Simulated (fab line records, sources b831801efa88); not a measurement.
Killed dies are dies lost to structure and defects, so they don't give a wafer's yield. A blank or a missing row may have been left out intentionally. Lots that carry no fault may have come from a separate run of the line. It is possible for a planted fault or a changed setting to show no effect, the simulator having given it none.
Which tool is to blame? | flow sfq-line | Sampling: 14 lots, 42 wafers, 2 of 325 route steps

== WHAT THE GAUGES READ, wafer by wafer ==
SFQ_I4_BOW_MEAS_927.
lot  | measured     | on            | I4_BOW (um)
L853 | day 45 00:15 | film-metro-02 | 3 18 10
L858 | day 51 12:07 | film-metro-01 | 10 9 -1
L859 | day 51 13:36 | film-metro-02 | 3 14 10
L860 | day 52 00:45 | film-metro-01 | 8 9 0
L861 | day 53 07:13 | film-metro-02 | 1 11 19
L863 | day 54 09:49 | film-metro-03 | 9 3 7
L866 | day 55 15:56 | film-metro-02 | 8 15 14
L867 | day 56 07:31 | film-metro-01 | -9 -10 -19
L869 | day 56 13:41 | film-metro-03 | 10 18 17
L870 | day 57 11:09 | film-metro-03 | 12 13 18
L871 | day 57 20:08 | film-metro-03 | 14 5 0
L873 | day 58 00:55 | film-metro-01 | -8 7 12
L874 | day 58 12:34 | film-metro-02 | -3 0 3
L876 | day 58 23:47 | film-metro-03 | 4 0 -1

SFQ_R5_RS_MEAS_933: measures by four-point-probe.
lot  | measured     | on            | R5_MONX_RS (ohm/sq)
L853 | day 51 07:40 | film-metro-03 | 7.06 7.06 6.95
L858 | day 52 17:27 | film-metro-02 | 7.05 7.01 7.02
L859 | day 52 21:37 | film-metro-04 | 7.06 7.03 7.01
L860 | day 53 06:40 | film-metro-03 | 7.03 6.99 7.01
L861 | day 54 07:03 | film-metro-04 | 7.05 7.09 7.15
L863 | day 55 07:59 | film-metro-03 | 7.04 7.02 7.04
L866 | day 56 10:30 | film-metro-03 | 7.09 7.07 7.04
L867 | day 57 05:12 | film-metro-04 | 7.09 7.15 7.03
L869 | day 57 11:12 | film-metro-04 | 7.17 7.18 7.13
L870 | day 58 13:22 | film-metro-03 | 7.07 7.01 7.01
L871 | day 58 16:20 | film-metro-02 | 6.97 7.03 6.99
L873 | day 61 06:34 | film-metro-03 | 7.09 7.10 7.06
L874 | day 64 15:02 | film-metro-04 | 7.14 7.15 7.14
L876 | day 65 10:46 | film-metro-03 | 7.09 7.04 7.05

== WHICH TOOL RAN EACH LOT (tool, then ch and the chambers of the sampled wafers, then the start) ==
Record: no process step prior to these readings.

== AS READ BY THE TOOLS THEMSELVES (means over the sampled wafers that have a number; for cases with no such wafer, the mark the record gives instead) ==
The record holds no such reading with a usual standard deviation.

== THE ANSWER, worked out from the rows above alone ==
Rule: usual is defined by the lots themselves. The widest of any qualifying gaps counts: lots, ordered by their means at a reading, are off when they make up no more than a third of the lots, leave a main group of 4 or more, and stand apart from it by 3 or more times the standard deviation of that group's means. A main group whose means are all the same, to the digits that the tables above print for the reading, isn't used. Also off: a lot with no number at a reading for which 4 or more lots have one. All remaining lots with rows at the step are treated as sound. The gauges are gone through in route order, then the tools' own readings, and for those a lot's mean is taken as printed above. At the first step where some lot is off, the reading lying furthest off is the one used; lots without a number count as furthest.
None of the lots is off at any reading shown; this tells nothing.

== WHAT THE SIMULATOR HAD INSERTED ==
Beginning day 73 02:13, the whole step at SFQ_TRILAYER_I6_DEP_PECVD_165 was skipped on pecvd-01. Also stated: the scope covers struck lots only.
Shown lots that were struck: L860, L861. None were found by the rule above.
